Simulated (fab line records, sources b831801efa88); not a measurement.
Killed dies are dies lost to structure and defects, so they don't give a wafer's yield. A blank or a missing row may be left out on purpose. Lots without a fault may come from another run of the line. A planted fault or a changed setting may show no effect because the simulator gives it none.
Problem report in the 8D (eight disciplines) form, filled by code | flow sky130 | the parts of the form that need people (team, actions taken, sign-off) are left out

1. THE PROBLEM
sort_bin_3_pad_short at SKY_PAD_OPEN_PROBE_99 reads a mean of 4.2 % on 6 wafers of 2 lots; wafers without a fault read 0.9 % with a standard deviation of 0.4. That is +8.2 standard deviations from the usual mean.
First seen on wafer L687.1, day 47 10:53, on prober-02. The record holds 6 wafers of 2 lots with a number at this step. Rule for "out", or "out of limits": more than 4 standard deviations from the usual mean. The other wafers with a number count as sound.

2. WHAT IT IS AND WHAT IT IS NOT
question                    | is                                       | is not
which readings at this step | sort_bin_3_pad_short, killed_at_M0_to_M3 | killed_at_M4_up, killed_at_contacts, killed_at_front_end, killed_at_other, killed_short
which lots                  | L687, L691                               | -
which wafers of those lots  | all that have a number                   | -
read on which tools         | prober-02                                | -
when                        | from day 47 10:53                        | up to then (0 sound wafers)

3. SUSPECTS, AND WHAT RULES EACH OUT
Counting: a tool at a process step up to the reading stays a suspect if it ran every lot that is out and no sound lot after the first of them.
- rie_metal-01 at SKY_METAL3_ETCH_16 (etches BARC in N2/H2, stops on SiO2, time 88.2 s, target depth 60 nm): kept. It ran every lot that is out, first L687 (day 40 12:34), and no sound lot after that.
- prober-02 at SKY_PAD_OPEN_PROBE_99: kept. It ran every lot that is out, first L687 (day 47 10:53), and no sound lot after that. Its own readings are out on those wafers: killed_at_M0_to_M3, sort_bin_3_pad_short.
Left after counting: rie_metal-01 at SKY_METAL3_ETCH_16, prober-02 at SKY_PAD_OPEN_PROBE_99.

4. THE CAUSE (what the simulator had put in)
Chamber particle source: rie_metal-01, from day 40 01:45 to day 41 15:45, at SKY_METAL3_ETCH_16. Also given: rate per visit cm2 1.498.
Counting left 2 suspects, and this tool is among them.

5. THE CHAIN OF EFFECTS, in route order
Each row: a reading whose mean over the struck wafers that have a number lies more than 3 standard deviations from the usual. Only readings for which the record gives a usual standard deviation are gone through. hours: the time from each lot's start at the first step in this table that gives one to its start at this step, as a median over the lots. sigmas: the change in usual standard deviations.
hours | step                  | reading              | usual  | on struck wafers | change | sigmas
0     | SKY_PAD_OPEN_PROBE_99 | defect_limited_yield | 82.5 % | 72.5             | -10.0  | -5.3
0     | SKY_PAD_OPEN_PROBE_99 | killed_at_M0_to_M3   | 43     | 96               | +53    | +7.0
0     | SKY_PAD_OPEN_PROBE_99 | killed_dies          | 86     | 135              | +49    | +5.2
0     | SKY_PAD_OPEN_PROBE_99 | sort_bin_3_pad_short | 0.9 %  | 4.2              | +3.3   | +8.2
0     | SKY_PAD_OPEN_PROBE_99 | sort_bin_5_function  | 10.3 % | 16.8             | +6.4   | +4.0
0     | SKY_PAD_OPEN_PROBE_99 | sort_n_pass          | 406    | 357              | -49    | -5.2
0     | SKY_PAD_OPEN_PROBE_99 | sort_yield_pct       | 82.5 % | 72.5             | -10.0  | -5.3
The process steps in it:
- SKY_PAD_OPEN_PROBE_99

6. WHAT WOULD HAVE CAUGHT IT SOONER
In this record the first reading out of limits was taken at day 47 10:53, 177 hours after the fault began at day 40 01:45.
Of the tool readings at SKY_METAL3_ETCH_16 for which the record gives a usual standard deviation, none was out on any struck wafer, so an alarm limit of 4 standard deviations on them would not have fired.
All the lots that are out (2) had begun SKY_METAL3_ETCH_16 on rie_metal-01 by day 47 10:53. A hold on the tool at that time would have spared none of them.
